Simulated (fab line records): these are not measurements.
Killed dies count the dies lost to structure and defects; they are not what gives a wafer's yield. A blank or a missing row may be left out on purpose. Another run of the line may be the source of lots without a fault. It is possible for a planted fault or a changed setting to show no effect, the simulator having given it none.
Struck lot and sound lot, side by side    flow gf180mcu    17 steps out of a route of 602
Sound: the wafers L367.1, L367.4, L367.6. Struck: wafer L357.2; the same lot's L357.1 was not struck, so it is left out; see the end for the cause.
For every step that has rows: the tool of each side, followed by ch and its chambers, followed by its first start. Under that, the readings that differ: sound wafers    struck wafers    difference of the means    sigmas: that difference in standard deviations of wafers without a fault.
alike: readings with means less than 2 such deviations apart, plus words and numbers identical on both sides. not compared: withheld readings, readings lacking a value on some wafer, bounds such as >300 that could conceal the same value, and numbers that have no deviation in the record and whose values overlap.
Wherever a step has rows on one side only, a row that says differs or no value, or a row with sigmas, the two part there. Numbers that have no deviation but don't overlap get no sigmas and don't part them. A reading that every wafer of one side lacks parts them only if that side has two wafers or more.

GF_MIM_STRIP_20: strips in O2/N2.
  sound on plasma_asher-02 ch 0, day 31 13:53; struck on plasma_asher-02 ch 1, day 28 05:50
  alike: chamber_pressure_mTorr, drypump_motor_current_A, heater_power_w, oes_product_au, strip_time_to_endpoint_s
  not compared: rf_hours_counter_h
then, 9 steps without rows for these wafers: GF_MIM_STRIP_21 (strips in post etch residue remover, time 1200 s); GF_MIM_CLEAN_22 (cleans in DIW); GF_M5_DEHYDRATE_00 (time 60 s); GF_M5_HMDS_01 (prime time 60 s); GF_M5_COAT_02 (resist thk 1000 nm); GF_M5_SOFTBAKE_03 (time 60 s); GF_M5_EXPOSE_04 (exposes mask Metal5, target cd 280 nm); GF_M5_PEB_05 (peb time 90 s); GF_M5_DEVELOP_06 (develop time 60 s).
GF_M5_CD_MEAS_07: the cd target is 280 nm.
  sound: cd_sem-01 at day 32 07:14; struck: cd_sem-02 at day 29 00:53
  alike: cd_nm
GF_M5_OVL_MEAS_08:
  sound: overlay-01 at day 32 07:21; struck: overlay-02 at day 29 01:00
  alike: M5_OVL
GF_M5_ETCH_09: etches Si3N4 in CF4/O2, target depth 52 nm, time 11.6 s.
  sound on rie_diel-04 ch 1,2,3, day 32 07:23; struck on rie_diel-01 ch 1, day 29 01:02
reading                              sound              struck  difference  sigmas
oes_product_au (a.u.)                0.999 1.014 0.999  1.330   +0.326      +33
throttle_valve_pct (%)               5.970 5.972 5.986  6.046   +0.070      +7
model.etch.depth_nm (nm)             51.9 53.13 51.94   79.24   +26.92      
model.KrF_of_M5_COAT_02.thk_nm (nm)  949.2 948.7 951.4  931.9   -17.9       
  alike: chamber_pressure_mTorr, drypump_motor_current_A
  not compared: rf_hours_counter_h
GF_M5_METAL_ETCH_10: etches the open film in Cl2/BCl3, stops on SiO2, target depth 750.8 nm, time 125.1 s.
  sound on rie_metal-02 ch 0,1, day 32 07:25; struck on rie_metal-01 ch 0, day 29 01:04
reading                              sound                 struck  difference  sigmas
throttle_valve_pct (%)               28.229 28.246 28.234  28.213  -0.023      -2
model.KrF_of_M5_COAT_02.thk_nm (nm)  644.3 643.1 647       628.2   -16.6       
  alike: chamber_pressure_mTorr, drypump_motor_current_A, oes_product_au
  not compared: rf_hours_counter_h
GF_M5_STRIP_11: strips in O2/N2.
  sound on plasma_asher-02 ch 1, day 32 07:32; struck on plasma_asher-03 ch 0, day 29 01:11
reading                       sound           struck  difference  sigmas
strip_time_to_endpoint_s (s)  6.98 6.98 7.03  6.82    -0.18       -3
  alike: chamber_pressure_mTorr, drypump_motor_current_A, heater_power_w, oes_product_au
  not compared: rf_hours_counter_h
then, 2 steps without rows for these wafers: GF_M5_STRIP_12 (strips in post etch residue remover, time 1200 s); GF_PASSIVATION_PROBE_99.

== WHERE THEY PART ==
At GF_M5_ETCH_09 first; at GF_M5_STRIP_11 last (within this record only).

WHY: what the simulator had put in
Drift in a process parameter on rie_diel-01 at GF_M5_ETCH_09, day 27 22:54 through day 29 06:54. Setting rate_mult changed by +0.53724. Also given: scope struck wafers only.
